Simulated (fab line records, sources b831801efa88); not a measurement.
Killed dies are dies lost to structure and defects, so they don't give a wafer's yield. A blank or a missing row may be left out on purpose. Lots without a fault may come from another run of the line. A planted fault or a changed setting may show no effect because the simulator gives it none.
fab line records | flow gf180mcu
record lots=15 wafers=45 last_day=34
route steps=602 shown VT_IMPLANT@131 PSD@263 V1@359 V2@384
lots that met no fault: from a run of the same line without faults
start_h: hours from the record's first day to the start of the lot's first wafer shown | wait_h: hours since the lot's step before | " the same as in the row above | L1.1+2: a row that stands for several wafers | - no value, or no start given | * or withheld: withheld | < > ~ a bound
route shown NAME@n: a module of which the file shows steps, and the number in the route of the first | usual: mean/standard deviation of fault-free wafers | same: alike in all rows | chamber/n: place in a boat | sites: the reading at each site | _std_site: their standard deviation | _edge_site: outer sites' mean less inner sites' | radius_mm: how far each site lies from the wafer's centre | mask NAME#n: copy n | behind: the tool/chamber that last shaped the wafer | hold: why the lot was held/for how many hours/how that ended | device: the transistor (n, p or np) that didn't switch | end of line: the same wafers' tests at the end of the route | a step without rows: its recipe alone | killed: dies lost to structure and defects at the first sort, not the wafer's yield | map: a wafer's dies, x killed, . not, _ none there
set.NAME: the setting as run; set.NAME@STEP: as run at that earlier step | model.NAME: the simulator's own value behind a step, which no gauge read
steps of the route over a sample of lots; a table a step, a row a wafer
services: from which hour (start_h, from the record's first day; less than 0 if before it) a tool's chamber was out of use, for how many hours, and why
## steps
# step GF_VT_IMPLANT_IMPLANT_41
# recipe species=As energy_kev=70 dose_cm2=1.013e+12 tilt_deg=7
# usual beam_energy_keV=70.003/0.023 beam_on_s=10.00/0.22 tilt_deg=7.001/0.021
# columns lot.wafer tool chamber start_h wait_h beam_energy_keV beam_on_s tilt_deg
L526.3 implanter-03 0 158.77 0.1 70.011 10.14 7.031
L526.4 " 0 " " 69.987 10.18 7.010
L526.6 " 0 " " 70.023 10.31 7.013
L527.1 implanter-03 0 163.77 0.0 70.008 9.64 7.029
L527.2 " 0 " " 70.031 10.26 7.029
L527.4 " 0 " " 69.992 9.89 7.012
L528.1 implanter-03 0 170.07 0.0 70.022 9.93 6.987
L528.3 " 0 " " 69.992 10.04 6.980
L528.4 " 0 " " 70.001 9.63 7.013
L530.2 implanter-04 0 186.37 0.0 69.987 10.00 7.005
L530.4 " 0 " " 69.993 9.79 6.987
L530.5 " 0 " " 69.973 10.00 7.014
L532.1 implanter-02 0 196.42 0.0 69.991 9.89 6.977
L532.2 " 0 " " 69.972 10.01 6.998
L532.5 " 0 " " 69.973 10.18 6.989
L538.2 implanter-03 - 234.72 0.0 - - -
L538.5 " - " " - - -
L538.6 " - " " - - -
L539.2 implanter-03 - 245.77 0.0 - - -
L539.3 " - " " - - -
L539.5 " - " " - - -
L540.1 implanter-02 - 249.97 0.0 - - -
L540.4 " - " " - - -
L540.6 " - " " - - -
L542.2 implanter-03 0 263.05 0.0 69.979 9.58 6.989
L542.5 " 0 " " 70.013 9.61 6.964
L542.6 " 0 " " 69.977 9.98 6.991
L543.2 implanter-02 0 272.77 0.0 70.017 10.12 7.020
L543.4 " 0 " " 70.010 10.32 6.986
L543.5 " 0 " " 69.982 9.57 6.997
L544.1 implanter-03 0 281.87 0.0 69.993 9.89 6.989
L544.5 " 0 " " 69.988 9.91 7.012
L544.6 " 0 " " 69.986 9.77 7.007
L545.2 implanter-04 0 285.95 0.0 70.036 9.74 7.002
L545.3 " 0 " " 69.988 10.01 7.031
L545.5 " 0 " " 69.999 9.98 7.040
L546.3 implanter-03 0 293.47 0.1 69.970 10.07 6.976
L546.4 " 0 " " 69.961 9.53 6.969
L546.5 " 0 " " 69.993 10.45 6.995
L548.1 implanter-04 0 311.52 0.0 70.016 9.79 7.039
L548.2 " 0 " " 69.995 9.89 7.006
L548.6 " 0 " " 69.970 10.02 7.010
L549.2 implanter-04 0 317.04 0.0 70.060 10.05 6.985
L549.3 " 0 " " 70.037 10.17 6.965
L549.5 " 0 " " 70.044 10.04 7.000
# step GF_VT_IMPLANT_TW_MEAS_43
# usual VT_IMPLANT_4_TW=693/3.7
# columns lot.wafer tool chamber start_h wait_h VT_IMPLANT_4_TW
L526.3 film_metro-01 - 158.99 0.1 694
L526.4 " - " " 698
L526.6 " - " " 695
L527.1 film_metro-02 - 164.02 0.1 694
L527.2 " - " " 691
L527.4 " - " " 692
L528.1 film_metro-02 - 170.32 0.1 695
L528.3 " - " " 694
L528.4 " - " " 692
L530.2 film_metro-02 - 186.60 0.1 692
L530.4 " - " " 697
L530.5 " - " " 695
L532.1 film_metro-01 - 196.82 0.1 691
L532.2 " - " " 696
L532.5 " - " " 696
L538.2 film_metro-01 - 234.95 0.1 30
L538.5 " - " " 30
L538.6 " - " " 30
L539.2 film_metro-02 - 246.00 0.1 30
L539.3 " - " " 30
L539.5 " - " " 30
L540.1 film_metro-02 - 250.22 0.1 30
L540.4 " - " " 30
L540.6 " - " " 30
L542.2 film_metro-02 - 263.28 0.1 686
L542.5 " - " " 687
L542.6 " - " " 687
L543.2 film_metro-04 - 273.00 0.1 695
L543.4 " - " " 695
L543.5 " - " " 695
L544.1 film_metro-01 - 282.12 0.1 690
L544.5 " - " " 695
L544.6 " - " " 695
L545.2 film_metro-04 - 286.18 0.1 697
L545.3 " - " " 693
L545.5 " - " " 696
L546.3 film_metro-04 - 293.69 0.1 699
L546.4 " - " " 695
L546.5 " - " " 703
L548.1 film_metro-02 - 311.77 0.1 694
L548.2 " - " " 690
L548.6 " - " " 691
L549.2 film_metro-02 - 317.28 0.1 696
L549.3 " - " " 689
L549.5 " - " " 688
# step GF_PSD_RS_MEAS_15
# recipe thk_meas_gauge=four-point-probe
# usual PSD_RS=108.59/0.25
# columns lot.wafer tool chamber start_h wait_h PSD_RS[ohm/sq]
L526.3 film_metro-02 - 318.34 0.1 108.84
L526.4 " - " " 108.89
L526.6 " - " " 108.55
L527.1 film_metro-04 - 327.55 0.1 108.83
L527.2 " - " " 108.48
L527.4 " - " " 108.80
L528.1 film_metro-02 - 339.34 0.1 108.81
L528.3 " - " " 108.44
L528.4 " - " " 108.62
L530.2 film_metro-01 - 360.38 0.1 109.20
L530.4 " - " " 109.08
L530.5 " - " " 108.71
L532.1 film_metro-02 - 373.67 0.1 108.66
L532.2 " - " " 108.53
L532.5 " - " " 108.81
L542.2 film_metro-04 - 452.85 0.1 108.61
L542.5 " - " " 108.49
L542.6 " - " " 108.43
L543.2 film_metro-04 - 466.17 0.1 108.26
L543.4 " - " " 108.31
L543.5 " - " " 108.72
L544.1 film_metro-02 - 474.15 0.1 108.43
L544.5 " - " " 108.42
L544.6 " - " " 108.52
L545.2 film_metro-04 - 480.42 0.1 108.70
L545.3 " - " " 108.32
L545.5 " - " " 108.54
L546.3 film_metro-02 - 488.94 0.1 108.39
L546.4 " - " " 108.29
L546.5 " - " " 108.52
L548.1 film_metro-04 - 510.10 0.1 108.01
L548.2 " - " " 108.45
L548.6 " - " " 108.03
L549.2 film_metro-01 - 517.67 0.1 108.72
L549.3 " - " " 108.33
L549.5 " - " " 108.68
# step GF_V1_RS_MEAS_24
# recipe thk_meas_gauge=four-point-probe reads=W_of_V1_CVD_23+TiN_of_V1_SPUTTER_22+Ti_of_V1_SPUTTER_21
# usual V1_W_RS=0.330/0.0037
# columns lot.wafer tool chamber start_h wait_h V1_W_RS[ohm/sq]
L526.3 film_metro-02 - 412.29 0.1 0.325
L526.4 " - " " 0.327
L526.6 " - " " 0.331
L527.1 film_metro-02 - 422.79 0.1 0.328
L527.2 " - " " 0.331
L527.4 " - " " 0.327
L528.1 film_metro-02 - 435.61 0.1 0.338
L528.3 " - " " 0.331
L528.4 " - " " 0.338
L530.2 film_metro-01 - 460.12 0.1 0.340
L530.4 " - " " 0.329
L530.5 " - " " 0.334
L532.1 film_metro-03 - 474.29 0.1 0.327
L532.2 " - " " 0.329
L532.5 " - " " 0.330
L542.2 film_metro-02 - 552.27 0.1 0.328
L542.5 " - " " 0.334
L542.6 " - " " 0.329
L543.2 film_metro-02 - 565.44 0.1 0.331
L543.4 " - " " 0.326
L543.5 " - " " 0.332
L544.1 film_metro-02 - 571.50 0.1 0.331
L544.5 " - " " 0.326
L544.6 " - " " 0.331
L545.2 film_metro-01 - 577.67 0.1 0.331
L545.3 " - " " 0.330
L545.5 " - " " 0.326
L546.3 film_metro-02 - 585.50 0.1 0.329
L546.4 " - " " 0.323
L546.5 " - " " 0.324
L548.1 film_metro-03 - 604.06 0.1 0.329
L548.2 " - " " 0.327
L548.6 " - " " 0.330
L549.2 film_metro-03 - 610.78 0.1 0.331
L549.3 " - " " 0.333
L549.5 " - " " 0.328
# step GF_V2_CVD_02
# recipe material=SiO2 target_thk_nm=850 precursor=TEOS temp_c=400 time_s=94.851 rf_w=600
# usual heater_power_w=676/140
# columns lot.wafer tool chamber start_h wait_h heater_power_w
L526.3 pecvd-03 2 438.08 0.0 932
L526.4 " 0 " " 536
L526.6 " 1 " " 476
L527.1 pecvd-03 2 448.58 0.1 944
L527.2 " 1 " " 593
L527.4 " 1 " " 481
L528.1 pecvd-01 0 461.93 0.1 702
L528.3 " 2 " " 538
L528.4 " 2 " " 573
L530.2 pecvd-03 0 486.39 0.0 589
L530.4 " 2 " " 944
L530.5 " 1 " " 582
L532.1 pecvd-03 0 499.90 0.1 569
L532.2 " 1 " " 491
L532.5 " 1 " " 537
L542.2 pecvd-02 1 575.87 0.0 692
L542.5 " 2 " " 542
L542.6 " 0 " " 844
L543.2 pecvd-03 1 589.39 0.0 485
L543.4 " 0 " " 525
L543.5 " 1 " " 540
L544.1 pecvd-02 1 594.02 0.1 693
L544.5 " 1 " " 749
L544.6 " 0 " " 677
L545.2 pecvd-02 0 600.14 0.0 827
L545.3 " 2 " " 678
L545.5 " 0 " " 853
L546.3 pecvd-02 1 608.12 0.0 716
L546.4 " 1 " " 753
L546.5 " 2 " " 664
L548.1 pecvd-03 2 626.87 0.1 932
L548.2 " 0 " " 556
L548.6 " 2 " " 760
L549.2 pecvd-01 1 631.90 0.0 689
L549.3 " 2 " " 508
L549.5 " 0 " " 815
## services
# columns tool chamber start_h hours kind
pecvd-03 0 158.05 6.6 repair
pecvd-02 1 237.29 18.9 repair
pecvd-02 0 252.13 3.7 repair
pecvd-03 1 291.85 28.6 repair
implanter-04 - 293.70 1.3 repair
implanter-03 - 307.52 14.4 repair
pecvd-03 - 312.02 19.7 repair
pecvd-02 - 321.12 5.1 repair
implanter-03 - 336.97 3.1 pm
implanter-03 - 342.56 1.4 repair
implanter-03 - 353.51 2.8 repair
pecvd-03 - 368.88 14.0 pm
implanter-04 - 399.29 3.5 pm
implanter-04 - 419.84 2.1 repair
pecvd-03 - 445.31 1.0 repair
pecvd-03 - 463.51 1.1 repair
pecvd-02 - 466.30 0.9 repair
implanter-03 - 489.14 5.4 repair
implanter-04 - 527.42 1.4 repair
implanter-04 - 537.52 9.8 repair
implanter-03 - 549.74 1.9 repair
implanter-04 - 592.26 5.7 pm
pecvd-02 - 602.90 0.7 repair
pecvd-02 - 603.67 2.8 pm
## key
first_sign step=GF_VT_IMPLANT_IMPLANT_41 reading=tool_record direction=missing
effect step=GF_VT_IMPLANT_TW_MEAS_43 reading=VT_IMPLANT_4_TW direction=down sigmas=99+ usual=693 struck=30
met_at GF_VT_IMPLANT_IMPLANT_41
struck_lots L538,L539,L540
later_rows_left_out L538.2,L538.5,L538.6,L539.2,L539.3,L539.5,L540.1,L540.4,L540.6
sort_left_out L538.2,L538.5,L538.6,L539.2,L539.3,L539.5,L540.1,L540.4,L540.6
tester_left_out L538,L539,L540
not_acting_at GF_PSD_RS_MEAS_15,GF_V1_RS_MEAS_24,GF_V2_CVD_02
onset_between 196.42 234.72
fault kind=skipped_step_whole tool=implanter-02,implanter-03 chamber=- onset_h=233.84 steps=GF_VT_IMPLANT_IMPLANT_41 scope=struck_lots_only
# tester_left_out: of these lots the tester's yield and bins aren't shown, on N5 and GAA mostly nor the transistor test; their killed dies are dies lost to structure and defects alone, not to doping, threshold or leakage, so they don't give the yield
# sort_left_out: the simulated sort isn't trusted on such a fault, so these wafers' sort isn't shown, and their yield isn't known
# later_rows_left_out: the simulator's readings of these wafers behind a module that went badly wrong aren't trusted and aren't shown, but for the sort
